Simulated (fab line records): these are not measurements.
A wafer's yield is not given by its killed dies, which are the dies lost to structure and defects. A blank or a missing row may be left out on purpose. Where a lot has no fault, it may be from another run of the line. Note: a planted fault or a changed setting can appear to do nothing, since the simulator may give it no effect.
The tool behind it: which one? ; flow sky130 ; 11 lots with 33 wafers sampled at 6 steps, on a route of 708 steps

## WHAT THE GAUGES SHOWED, per wafer
SKY_SD_N_TW_MEAS_12.
lot;measured;on;SD_N_TW
L905;day 28 21:17;film metro-01;4010 4016 4030
L906;day 29 08:56;film metro-03;3945 3948 3987
L907;day 29 13:01;film metro-01;4023 4037 4035
L910;day 31 04:46;film metro-04;3963 3967 3974
L914;day 32 00:21;film metro-04;3965 3947 3966
L921;day 33 21:14;film metro-04;3982 3984 3974
L922;day 34 05:03;film metro-03;3974 3998 3983
L923;day 34 10:38;film metro-04;4002 4013 4031
L925;day 34 23:25;film metro-03;3998 4004 4006
L926;day 35 00:20;film metro-04;4002 3994 4000
L927;day 35 08:49;film metro-01;4024 4022 3991

SKY_LI_CONTACT_THK_MEAS_01.
lot;measured;on;LI_CONTACT_HDPCVD_THK (nm)
L905;day 28 22:03;film metro-04;943 936 936
L906;day 29 09:42;film metro-03;941 922 937
L907;day 29 13:46;film metro-04;947 941 953
L910;day 31 05:32;film metro-04;942 960 945
L914;day 32 01:10;film metro-04;952 970 963
L921;day 33 22:01;film metro-03;968 945 956
L922;day 34 05:52;film metro-01;959 947 955
L923;day 34 11:27;film metro-03;919 939 943
L925;day 35 00:12;film metro-01;936 930 934
L926;day 35 01:05;film metro-01;954 957 958
L927;day 35 09:35;film metro-01;951 933 961

SKY_LOCAL_INTERCONNECT_RS_MEAS_01: measurement is done with a four-point probe.
lot;measured;on;LOCAL_INTERCONNECT_TIN_RS (ohm/sq)
L905;day 30 03:07;film metro-03;14.15 14.17 14.23
L906;day 30 17:04;film metro-03;14.17 14.26 14.07
L907;day 30 20:04;film metro-03;14.21 14.03 14.08
L910;day 32 09:59;film metro-04;14.12 14.04 13.89
L914;day 33 09:28;film metro-02;14.26 14.04 13.98
L921;day 35 02:45;film metro-03;35.59 14.61 14.29
L922;day 35 10:21;film metro-02;13.90 13.91 14.07
L923;day 35 16:14;film metro-02;14.38 14.23 14.18
L925;day 36 04:31;film metro-03;14.15 13.95 14.09
L926;day 36 05:38;film metro-02;14.61 14.13 14.18
L927;day 36 13:37;film metro-02;14.03 14.20 14.09

SKY_LOCAL_INTERCONNECT_THK_MEAS_02: measures by xrf.
lot;measured;on;LOCAL_INTERCONNECT_TIN_THK (nm)
L905;day 30 03:14;film metro-03;100.3 100.3 100.0
L906;day 30 17:11;film metro-03;100.3 100.3 100.6
L907;day 30 20:10;film metro-03;99.7 101.0 100.6
L910;day 32 10:05;film metro-04;100.6 101.7 102.1
L914;day 33 09:34;film metro-02;100.5 102.2 102.3
L921;day 35 02:52;film metro-03;42.3 97.0 99.1
L922;day 35 10:27;film metro-02;103.2 102.7 101.9
L923;day 35 16:21;film metro-02;99.6 101.1 100.8
L925;day 36 04:37;film metro-03;100.5 101.0 100.6
L926;day 36 05:46;film metro-02;98.3 101.1 101.3
L927;day 36 13:44;film metro-02;102.4 100.9 101.6

SKY_LOCAL_INTERCONNECT_OVL_MEAS_12.
lot;measured;on;LOCAL_INTERCONNECT_OVL (nm)
L905;day 31 06:07;overlay-02;6 -1 4
L906;day 31 19:50;overlay-01;1 1 4
L907;day 31 23:24;overlay-02;-6 2 -9
L910;day 33 13:54;overlay-01;-16 -17 -6
L914;day 34 12:02;overlay-01;5 -1 4
L921;day 36 05:20;overlay-01;-5 2 -4
L922;day 36 13:17;overlay-01;-2 -3 -3
L923;day 36 18:23;overlay-02;0 -4 1
L925;day 37 06:05;overlay-01;-3 0 -4
L926;day 37 07:44;overlay-01;-8 1 6
L927;day 37 15:27;overlay-02;-1 3 -5

## WHICH TOOL RAN EACH LOT (tool, then ch and the chambers of the sampled wafers, then the start)
lot;SKY_LOCAL_INTERCONNECT_SPUTTER_00
L905;pvd sputter-03, day 30 03:03
L906;pvd sputter-04, day 30 17:00
L907;pvd sputter-03, day 30 19:59
L910;pvd sputter-04, day 32 09:54
L914;pvd sputter-02, day 33 09:23
L921;pvd sputter-02, day 35 02:40
L922;pvd sputter-04, day 35 10:15
L923;pvd sputter-03, day 35 16:10
L925;pvd sputter-03, day 36 04:26
L926;pvd sputter-03, day 36 05:35
L927;pvd sputter-03, day 36 13:33
- SKY_LOCAL_INTERCONNECT_SPUTTER_00: material TiN, target thk 100 nm, time 83.3 s.

## WHAT THE TOOLS THEMSELVES READ (means of the sampled wafers that have a number; where no wafer has one, the mark that the record gives instead)
SKY_LOCAL_INTERCONNECT_SPUTTER_00.
lot;tool;throttle valve pct (%)
L905;pvd sputter-03;29.7
L906;pvd sputter-04;30.6
L907;pvd sputter-03;29.8
L910;pvd sputter-04;30.5
L914;pvd sputter-02;29.6
L921;pvd sputter-02;29.3
L922;pvd sputter-04;31.2
L923;pvd sputter-03;29.8
L925;pvd sputter-03;29.1
L926;pvd sputter-03;29.8
L927;pvd sputter-03;28.5

## THE ANSWER, worked out from the rows above alone
Rule: what is usual is taken from the lots themselves. Put in order of their means at a reading, lots are off if they are a third of the lots or fewer, leave a main group of 4 or more, and stand apart from it by a gap of 3 or more times the standard deviation of the main group's means; of several such gaps the widest counts. A main group is skipped when, at the precision printed for the reading in the tables above, its means are all equal. Also off: a lot with no number at a reading for which 4 or more lots have one. Where the step has rows for the other lots, those lots are counted as sound. The gauges are gone through in route order, then the tools' own readings, and for those a lot's mean is taken as printed above. At the first step where some lot is off, the reading lying furthest off is the one used; lots without a number count as furthest.
Off: L921, at SKY_LOCAL_INTERCONNECT_RS_MEAS_01 (LOCAL_INTERCONNECT_TIN_RS). Main group: mean 14.13 ohm/sq, sd 0.1.
A tool fits if, at a process step before that reading, it ran every lot that is off, and no sound lot after the first of them. The gauges at SKY_LOCAL_INTERCONNECT_RS_MEAS_01 are tried like those tools. One candidate fits, namely pvd sputter-02 at SKY_LOCAL_INTERCONNECT_SPUTTER_00. A fault onset in the window from L914 (day 33 09:23, its last sound lot) to L921 (day 35 02:40, its first lot off) fits.

## WHAT THE SIMULATOR HAD PUT IN
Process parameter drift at SKY_LOCAL_INTERCONNECT_SPUTTER_00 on pvd sputter-02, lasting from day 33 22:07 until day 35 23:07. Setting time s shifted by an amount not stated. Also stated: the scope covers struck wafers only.
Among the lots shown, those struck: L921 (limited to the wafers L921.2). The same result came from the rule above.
